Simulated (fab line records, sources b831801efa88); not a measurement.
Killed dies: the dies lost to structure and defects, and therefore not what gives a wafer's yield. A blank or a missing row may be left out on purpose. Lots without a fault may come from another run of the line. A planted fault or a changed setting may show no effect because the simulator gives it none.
fab line records	flow gf180mcu
record lots=24	wafers=72	lastDay=34
route steps=602 shown VT_IMPLANT@119 DUAL_GATE@144 HV_LDD@225 PSD@258 V1@349
lots with no fault: from the same line, run without faults
startH: start of the lot's first displayed wafer, in hours after the record's first day	waitH: hours from the lot's prior step to this one	" identical to the entry in the row above	L1.1+2: one row covering several wafers at once	- value missing, or start not given	* or withheld: withheld	< > ~ a bound
route shown NAME@n: NAME is a module with steps in the file, n the number in the route of the first one	usual: average and standard deviation across the fault-free wafers	same: alike in all rows	chamber/n: place in a boat	sites: readings site by site	_std_site: standard deviation of those values	_edge_site: the outer-site mean with the inner-site mean subtracted	radiusMm: how far each site lies from the wafer's centre	mask NAME#n: copy n	behind: the tool/chamber that last shaped the wafer	hold: why the lot went on hold/how many hours it stayed there/how the hold came to an end	device: the n, p or np transistor that did not switch	end of line: at the end of the route, the tests of the same wafers	step lacking rows: just its recipe	killed: dies that structure and defects cost at the first sort, which is not the same as the wafer's yield	map: per-die view of a wafer (x killed, . not killed, _ where there is no die)
set.NAME: the run value of the setting; set.NAME@STEP: its run value at that earlier step	model.NAME: the simulator's own value behind a step, which no gauge read
route steps across a sampled set of lots; one table per step, one row per wafer
services: the hour from which a tool's chamber was out of use, counted from the record's first day as startH (under 0 if before that day), plus the number of hours and why
## steps
# step GF_VT_IMPLANT_OVL_MEAS_29
# usual VT_IMPLANT_02_OVL=0.2/1.6
lot.wafer	tool	chamber	startH	waitH	VT_IMPLANT_02_OVL[nm]
L074.4	overlay-02	-	140.03	0.1	-2.4
L074.5	"	-	"	"	0.2
L074.6	"	-	"	"	-1.2
L075.1	overlay-01	-	141.86	0.1	-2.3
L075.2	"	-	"	"	-0.2
L075.6	"	-	"	"	0.9
L076.1	overlay-01	-	151.41	0.1	0.0
L076.3	"	-	"	"	-0.3
L076.4	"	-	"	"	2.1
L077.2	overlay-02	-	157.32	0.1	0.6
L077.3	"	-	"	"	0.4
L077.5	"	-	"	"	1.6
L078.1	overlay-02	-	159.41	0.1	-0.6
L078.2	"	-	"	"	-1.2
L078.4	"	-	"	"	-1.5
L079.1	overlay-01	-	171.71	0.1	1.9
L079.3	"	-	"	"	2.1
L079.4	"	-	"	"	1.6
L080.3	overlay-01	-	180.87	0.1	2.3
L080.5	"	-	"	"	2.0
L080.6	"	-	"	"	0.2
L081.2	overlay-02	-	190.81	0.1	-0.1
L081.5	"	-	"	"	0.7
L081.6	"	-	"	"	-0.8
L082.2	overlay-01	-	200.26	0.1	0.3
L082.4	"	-	"	"	-0.3
L082.5	"	-	"	"	-0.8
L083.1	overlay-02	-	201.66	0.1	-1.6
L083.2	"	-	"	"	-0.1
L083.6	"	-	"	"	0.7
L084.1	overlay-01	-	214.01	0.1	1.9
L084.3	"	-	"	"	0.2
L084.6	"	-	"	"	-1.1
L085.1	overlay-01	-	220.21	0.1	3.0
L085.3	"	-	"	"	0.6
L085.6	"	-	"	"	-0.1
L086.3	overlay-02	-	225.87	0.1	0.3
L086.5	"	-	"	"	0.4
L086.6	"	-	"	"	-0.4
L088.1	overlay-01	-	237.51	0.1	1.6
L088.3	"	-	"	"	1.8
L088.6	"	-	"	"	2.9
L087.1	overlay-01	-	239.21	0.1	2.7
L087.4	"	-	"	"	0.9
L087.6	"	-	"	"	0.9
L090.1	overlay-01	-	249.46	0.1	1.1
L090.4	"	-	"	"	0.4
L090.5	"	-	"	"	2.2
L089.1	overlay-02	-	250.36	0.1	-3.8
L089.3	"	-	"	"	-2.3
L089.4	"	-	"	"	-1.2
L091.2	overlay-01	-	254.77	0.1	3.2
L091.3	"	-	"	"	-2.3
L091.6	"	-	"	"	2.2
L092.1	overlay-02	-	260.96	0.1	-2.6
L092.2	"	-	"	"	-2.1
L092.3	"	-	"	"	-3.1
L093.1	overlay-02	-	268.96	0.1	-3.4
L093.3	"	-	"	"	-2.6
L093.6	"	-	"	"	-0.9
L094.1	overlay-02	-	276.11	0.1	0.1
L094.4	"	-	"	"	-0.4
L094.5	"	-	"	"	-1.1
L095.1	overlay-02	-	278.50	0.1	-1.4
L095.3	"	-	"	"	-1.0
L095.4	"	-	"	"	-0.7
L096.2	overlay-02	-	285.51	0.1	1.2
L096.4	"	-	"	"	2.1
L096.5	"	-	"	"	1.7
L097.1	overlay-01	-	292.70	0.1	-1.0
L097.2	"	-	"	"	0.5
L097.6	"	-	"	"	1.4
# step GF_VT_IMPLANT_TW_MEAS_32
# usual VT_IMPLANT_3_TW=270.3/2.3
lot.wafer	tool	chamber	startH	waitH	VT_IMPLANT_3_TW
L074.4	filmMetro-04	-	140.33	0.1	271.5
L074.5	"	-	"	"	270.7
L074.6	"	-	"	"	271.6
L075.1	filmMetro-02	-	142.15	0.1	269.4
L075.2	"	-	"	"	266.8
L075.6	"	-	"	"	267.7
L076.1	filmMetro-03	-	151.69	0.1	272.6
L076.3	"	-	"	"	274.3
L076.4	"	-	"	"	271.8
L077.2	filmMetro-04	-	157.61	0.1	267.7
L077.3	"	-	"	"	269.4
L077.5	"	-	"	"	268.4
L078.1	filmMetro-04	-	159.70	0.1	269.1
L078.2	"	-	"	"	270.5
L078.4	"	-	"	"	270.2
L079.1	filmMetro-02	-	171.99	0.1	267.4
L079.3	"	-	"	"	267.7
L079.4	"	-	"	"	269.7
L080.3	filmMetro-02	-	181.16	0.1	268.8
L080.5	"	-	"	"	267.9
L080.6	"	-	"	"	268.5
L081.2	filmMetro-03	-	191.10	0.1	273.4
L081.5	"	-	"	"	273.5
L081.6	"	-	"	"	274.3
L082.2	filmMetro-02	-	200.55	0.1	268.6
L082.4	"	-	"	"	269.1
L082.5	"	-	"	"	267.4
L083.1	filmMetro-04	-	201.94	0.1	272.4
L083.2	"	-	"	"	272.1
L083.6	"	-	"	"	272.1
L084.1	filmMetro-02	-	214.29	0.1	269.2
L084.3	"	-	"	"	269.0
L084.6	"	-	"	"	268.8
L085.1	filmMetro-03	-	220.50	0.1	273.2
L085.3	"	-	"	"	272.5
L085.6	"	-	"	"	274.2
L086.3	filmMetro-02	-	226.17	0.1	268.4
L086.5	"	-	"	"	269.5
L086.6	"	-	"	"	268.4
L088.1	filmMetro-02	-	237.79	0.1	269.2
L088.3	"	-	"	"	268.7
L088.6	"	-	"	"	269.2
L087.1	filmMetro-04	-	239.49	0.1	269.5
L087.4	"	-	"	"	269.3
L087.6	"	-	"	"	271.0
L090.1	filmMetro-02	-	249.74	0.1	268.4
L090.4	"	-	"	"	268.1
L090.5	"	-	"	"	269.1
L089.1	filmMetro-02	-	250.65	0.1	268.7
L089.3	"	-	"	"	269.6
L089.4	"	-	"	"	267.6
L091.2	filmMetro-04	-	255.06	0.1	268.4
L091.3	"	-	"	"	269.1
L091.6	"	-	"	"	269.4
L092.1	filmMetro-03	-	261.24	0.1	276.7
L092.2	"	-	"	"	274.9
L092.3	"	-	"	"	276.7
L093.1	filmMetro-03	-	269.24	0.1	275.4
L093.3	"	-	"	"	274.4
L093.6	"	-	"	"	274.2
L094.1	filmMetro-04	-	276.40	0.1	270.0
L094.4	"	-	"	"	270.1
L094.5	"	-	"	"	270.5
L095.1	filmMetro-04	-	278.79	0.1	271.0
L095.3	"	-	"	"	270.4
L095.4	"	-	"	"	269.5
L096.2	filmMetro-02	-	285.80	0.1	267.5
L096.4	"	-	"	"	268.5
L096.5	"	-	"	"	269.5
L097.1	filmMetro-02	-	292.99	0.1	268.1
L097.2	"	-	"	"	268.2
L097.6	"	-	"	"	268.5
# step GF_DUAL_GATE_THK_MEAS_03
# recipe reads=SiO2_of_DUAL_GATE_OXIDATION_02
# usual DUAL_GATE_OXIDATION_00_THK=10.79/0.19
lot.wafer	tool	chamber	startH	waitH	DUAL_GATE_OXIDATION_00_THK[nm]
L074.4	filmMetro-03	-	159.46	0.0	10.57
L074.5	"	-	"	"	10.59
L074.6	"	-	"	"	10.70
L075.1	filmMetro-03	-	160.88	0.0	10.70
L075.2	"	-	"	"	10.67
L075.6	"	-	"	"	10.79
L076.1	filmMetro-01	-	169.96	0.0	10.76
L076.3	"	-	"	"	10.82
L076.4	"	-	"	"	10.84
L077.2	filmMetro-04	-	175.45	0.0	10.50
L077.3	"	-	"	"	10.43
L077.5	"	-	"	"	10.37
L078.1	filmMetro-01	-	180.67	0.0	10.89
L078.2	"	-	"	"	10.59
L078.4	"	-	"	"	10.74
L079.1	filmMetro-03	-	190.31	0.0	10.90
L079.3	"	-	"	"	10.80
L079.4	"	-	"	"	10.96
L080.3	filmMetro-03	-	199.49	0.0	10.90
L080.5	"	-	"	"	10.93
L080.6	"	-	"	"	10.85
L081.2	filmMetro-04	-	211.46	0.0	11.01
L081.5	"	-	"	"	11.04
L081.6	"	-	"	"	10.82
L082.2	filmMetro-04	-	220.98	0.0	10.64
L082.4	"	-	"	"	11.03
L082.5	"	-	"	"	11.08
L083.1	filmMetro-03	-	222.42	0.0	10.84
L083.2	"	-	"	"	10.88
L083.6	"	-	"	"	10.90
L084.1	filmMetro-04	-	234.28	0.0	10.64
L084.3	"	-	"	"	10.52
L084.6	"	-	"	"	10.57
L085.1	filmMetro-01	-	241.78	0.0	10.86
L085.3	"	-	"	"	10.95
L085.6	"	-	"	"	10.81
L086.3	filmMetro-04	-	250.74	0.0	10.82
L086.5	"	-	"	"	10.76
L086.6	"	-	"	"	10.82
L087.1	filmMetro-01	-	260.48	0.0	10.92
L087.4	"	-	"	"	11.01
L087.6	"	-	"	"	10.89
L088.1	filmMetro-04	-	260.48	0.0	11.02
L088.3	"	-	"	"	11.10
L088.6	"	-	"	"	11.09
L090.1	filmMetro-04	-	270.57	0.0	10.79
L090.4	"	-	"	"	10.73
L090.5	"	-	"	"	10.91
L089.1	filmMetro-03	-	273.41	0.0	10.83
L089.3	"	-	"	"	10.53
L089.4	"	-	"	"	10.60
L091.2	filmMetro-01	-	278.10	0.0	11.06
L091.3	"	-	"	"	11.07
L091.6	"	-	"	"	11.09
L092.1	filmMetro-04	-	283.88	0.0	10.97
L092.2	"	-	"	"	11.13
L092.3	"	-	"	"	11.02
L093.1	filmMetro-03	-	290.72	0.0	10.51
L093.3	"	-	"	"	10.36
L093.6	"	-	"	"	10.57
L094.1	filmMetro-04	-	298.00	0.0	10.68
L094.4	"	-	"	"	10.70
L094.5	"	-	"	"	10.62
L095.1	filmMetro-04	-	300.77	0.0	10.71
L095.3	"	-	"	"	10.62
L095.4	"	-	"	"	10.72
L096.2	filmMetro-03	-	309.02	0.0	11.11
L096.4	"	-	"	"	10.79
L096.5	"	-	"	"	11.03
L097.1	filmMetro-03	-	315.63	0.0	10.66
L097.2	"	-	"	"	10.65
L097.6	"	-	"	"	10.82
# step GF_HV_LDD_STRIP_49
# recipe chemistry=O2/N2	powerW=1400	pressureMtorr=1500	platenTempC=250	o2FlowSccm=3000	n2FlowSccm=300	overashFraction=0.5
# usual drypumpMotorCurrentA=5.7/0.39	heaterPowerW=336/23	oesProductAu=0.716/0.0048	stripTimeToEndpointS=12.62/0.03
lot.wafer	tool	chamber	startH	waitH	drypumpMotorCurrentA	heaterPowerW	oesProductAu	rfHoursCounterH	stripTimeToEndpointS
L074.4	plasmaAsher-01	0	277.24	0.1	5.6	348	0.717	-	12.64
L074.5	"	1	"	"	6.1	346	0.725	-	12.63
L074.6	"	0	"	"	5.6	355	0.718	-	12.67
L075.1	plasmaAsher-04	0	278.46	0.1	5.1	333	0.717	61	12.65
L075.2	"	1	"	"	6.0	298	0.716	61	12.64
L075.6	"	0	"	"	5.1	336	0.716	-	12.66
L076.1	plasmaAsher-01	1	284.56	0.1	6.1	344	0.720	48	12.69
L076.3	"	1	"	"	6.1	345	0.718	-	12.62
L076.4	"	0	"	"	5.6	342	0.715	-	12.58
L077.2	plasmaAsher-01	1	291.86	0.1	6.1	346	0.710	49	12.64
L077.3	"	0	"	"	5.6	338	0.719	-	12.64
L077.5	"	0	"	"	5.6	346	0.727	-	12.59
L078.1	plasmaAsher-02	0	295.87	0.1	5.2	372	0.711	59	12.65
L078.2	"	1	"	"	6.0	319	0.718	59	12.67
L078.4	"	0	"	"	5.3	355	0.713	-	12.66
L079.1	plasmaAsher-02	1	310.36	0.1	6.0	313	0.718	61	12.65
L079.3	"	1	"	"	5.9	317	0.713	-	12.62
L079.4	"	0	"	"	5.3	364	0.707	-	12.63
L080.3	plasmaAsher-01	1	319.99	0.1	6.1	344	0.709	-	12.67
L080.5	"	0	"	"	5.6	348	0.713	-	12.65
L080.6	"	1	"	"	6.1	342	0.716	-	12.63
L081.2	plasmaAsher-04	0	332.61	0.1	5.1	330	0.716	67	12.65
L081.5	"	1	"	"	6.0	291	0.719	-	12.63
L081.6	"	0	"	"	5.1	338	0.714	-	12.62
L082.2	plasmaAsher-01	0	344.51	0.1	5.6	347	0.719	55	12.61
L082.4	"	1	"	"	6.1	357	0.726	-	12.57
L082.5	"	0	"	"	5.6	338	0.719	-	12.60
L083.1	plasmaAsher-01	0	346.81	0.1	5.6	339	0.709	55	12.64
L083.2	"	1	"	"	6.1	350	0.721	55	12.60
L083.6	"	1	"	"	6.1	354	0.717	-	12.60
L084.1	plasmaAsher-01	1	358.51	0.1	6.1	355	0.721	56	12.56
L084.3	"	0	"	"	5.6	347	0.718	-	12.56
L084.6	"	1	"	"	6.1	353	0.718	-	12.59
L085.1	plasmaAsher-04	0	371.01	0.1	5.1	338	0.713	71	12.64
L085.3	"	0	"	"	5.1	338	0.715	-	12.65
L085.6	"	1	"	"	6.0	294	0.718	-	12.61
L086.3	plasmaAsher-01	1	378.64	0.1	6.1	349	0.713	-	12.61
L086.5	"	1	"	"	6.1	358	0.717	-	12.61
L086.6	"	0	"	"	5.6	343	0.717	-	12.62
L087.1	plasmaAsher-02	0	390.76	0.1	5.2	370	0.721	68	12.57
L087.4	"	0	"	"	5.3	369	0.718	-	12.62
L087.6	"	1	"	"	6.0	306	0.718	-	12.61
L088.1	plasmaAsher-04	1	393.86	0.1	6.0	293	0.717	74	12.62
L088.3	"	1	"	"	6.0	297	0.716	-	12.64
L088.6	"	0	"	"	5.0	335	0.722	-	12.62
L090.1	plasmaAsher-04	0	403.86	0.1	5.0	345	0.712	75	12.61
L090.4	"	0	"	"	5.0	330	0.715	-	12.61
L090.5	"	0	"	"	5.0	337	0.713	-	12.60
L089.1	plasmaAsher-02	0	408.06	0.1	5.3	366	0.716	69	12.59
L089.3	"	1	"	"	6.0	312	0.712	-	12.60
L089.4	"	0	"	"	5.3	367	0.711	-	12.64
L091.2	plasmaAsher-02	0	410.98	0.1	5.2	368	0.716	70	12.59
L091.3	"	0	"	"	5.2	374	0.724	-	12.64
L091.6	"	1	"	"	6.0	313	0.714	-	12.63
L092.1	plasmaAsher-02	0	423.86	0.1	5.2	368	0.709	71	12.65
L092.2	"	1	"	"	6.0	316	0.718	71	12.63
L092.3	"	1	"	"	5.9	306	0.714	-	12.65
L093.1	plasmaAsher-04	0	432.91	0.1	5.0	335	0.707	0	12.57
L093.3	"	1	"	"	6.0	305	0.718	-	12.61
L093.6	"	1	"	"	6.0	298	0.707	-	12.63
L094.1	plasmaAsher-02	0	437.26	0.1	5.2	364	0.717	73	12.65
L094.4	"	1	"	"	5.9	316	0.724	-	12.61
L094.5	"	0	"	"	5.2	370	0.726	-	12.68
L095.1	plasmaAsher-04	1	440.21	0.1	6.0	302	0.724	1	12.55
L095.3	"	1	"	"	6.0	310	0.718	-	12.59
L095.4	"	0	"	"	5.0	339	0.710	-	12.54
L096.2	plasmaAsher-02	1	454.05	0.1	6.0	322	0.720	75	12.64
L096.4	"	1	"	"	6.0	311	0.712	-	12.67
L096.5	"	0	"	"	5.3	372	0.720	-	12.64
L097.1	plasmaAsher-01	0	467.41	0.1	5.6	344	0.715	69	12.64
L097.2	"	1	"	"	6.1	350	0.711	69	12.61
L097.6	"	0	"	"	5.6	336	0.723	-	12.61
# step GF_PSD_STRIP_10
# recipe chemistry=O2/N2	powerW=1400	pressureMtorr=1500	platenTempC=250	o2FlowSccm=3000	n2FlowSccm=300	overashFraction=0.5
# usual drypumpMotorCurrentA=5.5/0.51	heaterPowerW=330/18	oesProductAu=0.592/0.0048	stripTimeToEndpointS=16.53/0.034
lot.wafer	tool	chamber	startH	waitH	drypumpMotorCurrentA	heaterPowerW	oesProductAu	rfHoursCounterH	stripTimeToEndpointS
L074.4	plasmaAsher-03	1	320.29	0.1	5.2	308	0.605	-	16.52
L074.5	"	1	"	"	5.2	316	0.597	-	16.59
L074.6	"	0	"	"	4.6	320	0.591	-	16.56
L075.1	plasmaAsher-01	1	324.77	0.1	6.1	348	0.590	53	16.51
L075.2	"	0	"	"	5.6	343	0.588	53	16.53
L075.6	"	1	"	"	6.1	347	0.597	-	16.55
L076.1	plasmaAsher-03	0	329.46	0.1	4.7	311	0.594	21	16.51
L076.3	"	1	"	"	5.2	310	0.583	-	16.58
L076.4	"	0	"	"	4.6	308	0.600	-	16.56
L077.2	plasmaAsher-01	0	337.86	0.1	5.6	339	0.581	54	16.51
L077.3	"	0	"	"	5.6	340	0.589	-	16.55
L077.5	"	1	"	"	6.1	347	0.595	-	16.54
L078.1	plasmaAsher-03	0	339.87	0.1	4.7	311	0.587	22	16.51
L078.2	"	1	"	"	5.2	311	0.594	22	16.52
L078.4	"	0	"	"	4.7	316	0.588	-	16.48
L079.1	plasmaAsher-03	1	356.37	0.1	5.2	308	0.589	24	16.59
L079.3	"	0	"	"	4.6	318	0.595	-	16.54
L079.4	"	1	"	"	5.2	316	0.583	-	16.53
L080.3	plasmaAsher-03	1	366.99	0.1	5.2	314	0.593	-	16.44
L080.5	"	0	"	"	4.6	304	0.593	-	16.45
L080.6	"	1	"	"	5.2	315	0.597	-	16.40
L081.2	plasmaAsher-01	0	379.81	0.1	5.6	347	0.596	59	16.57
L081.5	"	0	"	"	5.6	334	0.586	-	16.51
L081.6	"	1	"	"	6.1	340	0.594	-	16.53
L082.2	plasmaAsher-04	0	393.02	0.1	5.1	336	0.600	74	16.50
L082.4	"	0	"	"	5.0	334	0.599	-	16.53
L082.5	"	0	"	"	5.1	333	0.582	-	16.52
L083.1	plasmaAsher-04	1	397.17	0.1	6.0	291	0.600	74	16.54
L083.2	"	0	"	"	5.0	347	0.588	74	16.54
L083.6	"	1	"	"	6.0	294	0.589	-	16.47
L084.1	plasmaAsher-01	0	408.16	0.1	5.6	348	0.597	62	16.57
L084.3	"	1	"	"	6.1	350	0.595	-	16.55
L084.6	"	0	"	"	5.6	333	0.586	-	16.57
L085.1	plasmaAsher-01	1	420.41	0.1	6.1	338	0.593	63	16.52
L085.3	"	0	"	"	5.6	350	0.594	-	16.51
L085.6	"	1	"	"	6.1	341	0.598	-	16.51
L086.3	plasmaAsher-01	1	428.64	0.1	6.1	348	0.592	-	16.53
L086.5	"	1	"	"	6.1	349	0.583	-	16.49
L086.6	"	0	"	"	5.6	337	0.593	-	16.50
L087.1	plasmaAsher-03	0	444.29	0.1	4.6	311	0.594	33	16.50
L087.4	"	0	"	"	4.7	305	0.586	-	16.54
L087.6	"	0	"	"	4.6	319	0.592	-	16.48
L088.1	plasmaAsher-01	0	450.21	0.1	5.6	351	0.586	67	16.51
L088.3	"	0	"	"	5.6	338	0.599	-	16.55
L088.6	"	0	"	"	5.6	336	0.596	-	16.55
L090.1	plasmaAsher-01	1	456.21	0.1	6.1	347	0.600	67	16.49
L090.4	"	1	"	"	6.1	355	0.587	-	16.50
L090.5	"	0	"	"	5.6	335	0.597	-	16.50
L091.2	plasmaAsher-01	0	464.30	0.1	5.6	345	0.589	69	16.51
L091.3	"	1	"	"	6.0	349	0.588	-	16.50
L091.6	"	0	"	"	5.6	340	0.590	-	16.52
L089.1	plasmaAsher-03	1	464.60	0.1	5.2	316	0.590	36	16.55
L089.3	"	1	"	"	5.2	310	0.598	-	16.56
L089.4	"	0	"	"	4.7	317	0.592	-	16.55
L092.1	plasmaAsher-03	0	476.36	0.1	4.7	308	0.588	37	16.50
L092.2	"	1	"	"	5.2	318	0.589	37	16.53
L092.3	"	1	"	"	5.2	311	0.599	-	16.50
L093.1	plasmaAsher-04	1	484.75	0.1	6.0	306	0.589	3	16.53
L093.3	"	0	"	"	5.0	338	0.599	-	16.50
L093.6	"	1	"	"	6.0	300	0.592	-	16.50
L094.1	plasmaAsher-01	0	490.10	0.1	5.6	343	0.593	71	16.59
L094.4	"	1	"	"	6.1	346	0.591	-	16.55
L094.5	"	0	"	"	5.6	350	0.593	-	16.56
L095.1	plasmaAsher-01	1	492.31	0.1	6.1	343	0.594	71	16.52
L095.3	"	0	"	"	5.6	357	0.593	-	16.54
L095.4	"	1	"	"	6.1	349	0.590	-	16.53
L096.2	plasmaAsher-04	0	505.31	0.1	5.0	332	0.594	5	16.57
L096.4	"	0	"	"	5.0	327	0.589	-	16.54
L096.5	"	0	"	"	5.0	339	0.595	-	16.53
L097.1	plasmaAsher-01	0	517.96	0.1	5.6	341	0.598	74	16.48
L097.2	"	1	"	"	6.1	342	0.591	74	16.51
L097.6	"	0	"	"	5.6	338	0.597	-	16.51
# step GF_V1_CD_MEAS_14
# recipe targetCdNm=260
# usual cdNm=260.1/1.3
lot.wafer	tool	chamber	startH	waitH	cdNm
L074.4	cdSem-02	-	413.91	0.1	259.3
L074.5	"	-	"	"	259.7
L074.6	"	-	"	"	259.2
L075.1	cdSem-01	-	418.56	0.1	260.2
L075.2	"	-	"	"	259.3
L075.6	"	-	"	"	260.0
L076.1	cdSem-02	-	423.75	0.1	260.1
L076.3	"	-	"	"	259.8
L076.4	"	-	"	"	260.7
L077.2	cdSem-01	-	433.67	0.1	260.4
L077.3	"	-	"	"	261.0
L077.5	"	-	"	"	260.8
L078.1	cdSem-02	-	436.56	0.1	259.8
L078.2	"	-	"	"	261.1
L078.4	"	-	"	"	260.7
L079.1	cdSem-02	-	453.50	0.1	259.8
L079.3	"	-	"	"	261.4
L079.4	"	-	"	"	260.6
L080.3	cdSem-02	-	465.64	0.1	257.2
L080.5	"	-	"	"	257.6
L080.6	"	-	"	"	256.3
L081.2	cdSem-01	-	480.22	0.1	262.0
L081.5	"	-	"	"	261.8
L081.6	"	-	"	"	261.7
L082.2	cdSem-01	-	492.73	0.1	260.0
L082.4	"	-	"	"	260.4
L082.5	"	-	"	"	260.8
L083.1	cdSem-01	-	497.61	0.1	260.5
L083.2	"	-	"	"	261.5
L083.6	"	-	"	"	261.6
L084.1	cdSem-02	-	507.90	0.1	259.1
L084.3	"	-	"	"	259.0
L084.6	"	-	"	"	258.5
L085.1	cdSem-02	-	520.96	0.1	257.9
L085.3	"	-	"	"	258.6
L085.6	"	-	"	"	259.5
L086.3	cdSem-02	-	529.04	0.1	258.8
L086.5	"	-	"	"	260.0
L086.6	"	-	"	"	259.6
L087.1	cdSem-02	-	542.90	0.1	259.3
L087.4	"	-	"	"	260.3
L087.6	"	-	"	"	260.2
L088.1	cdSem-01	-	548.95	0.1	262.3
L088.3	"	-	"	"	263.2
L088.6	"	-	"	"	260.2
L090.1	cdSem-02	-	553.56	0.1	261.3
L090.4	"	-	"	"	261.0
L090.5	"	-	"	"	261.8
L091.2	cdSem-02	-	562.57	0.1	260.7
L091.3	"	-	"	"	261.1
L091.6	"	-	"	"	261.1
L089.1	cdSem-02	-	564.50	0.1	259.9
L089.3	"	-	"	"	258.7
L089.4	"	-	"	"	258.5
L092.1	cdSem-02	-	571.45	0.1	261.0
L092.2	"	-	"	"	260.0
L092.3	"	-	"	"	260.8
L093.1	cdSem-02	-	579.45	0.1	259.7
L093.3	"	-	"	"	259.5
L093.6	"	-	"	"	259.4
L094.1	cdSem-02	-	584.95	0.1	261.6
L094.4	"	-	"	"	261.2
L094.5	"	-	"	"	260.8
L095.1	cdSem-01	-	585.71	0.1	258.6
L095.3	"	-	"	"	258.2
L095.4	"	-	"	"	258.4
L096.2	cdSem-01	-	597.32	0.1	261.0
L096.4	"	-	"	"	260.8
L096.5	"	-	"	"	260.7
L097.1	cdSem-02	-	609.11	0.1	261.4
L097.2	"	-	"	"	260.9
L097.6	"	-	"	"	261.0
## services
tool	chamber	startH	hours	kind
plasmaAsher-02	-	267.96	10.7	repair
plasmaAsher-03	-	352.92	1.4	repair
plasmaAsher-01	-	353.32	2.0	repair
plasmaAsher-02	-	365.73	10.5	repair
plasmaAsher-02	-	402.68	2.5	repair
plasmaAsher-04	-	421.25	9.0	pm
plasmaAsher-04	0	421.25	9.0	ventCycle
plasmaAsher-04	1	421.25	9.0	ventCycle
plasmaAsher-04	0	430.25	-	clean
plasmaAsher-04	1	430.25	-	clean
plasmaAsher-04	-	440.62	28.1	pm
plasmaAsher-01	-	474.40	6.0	pm
## key
fault none
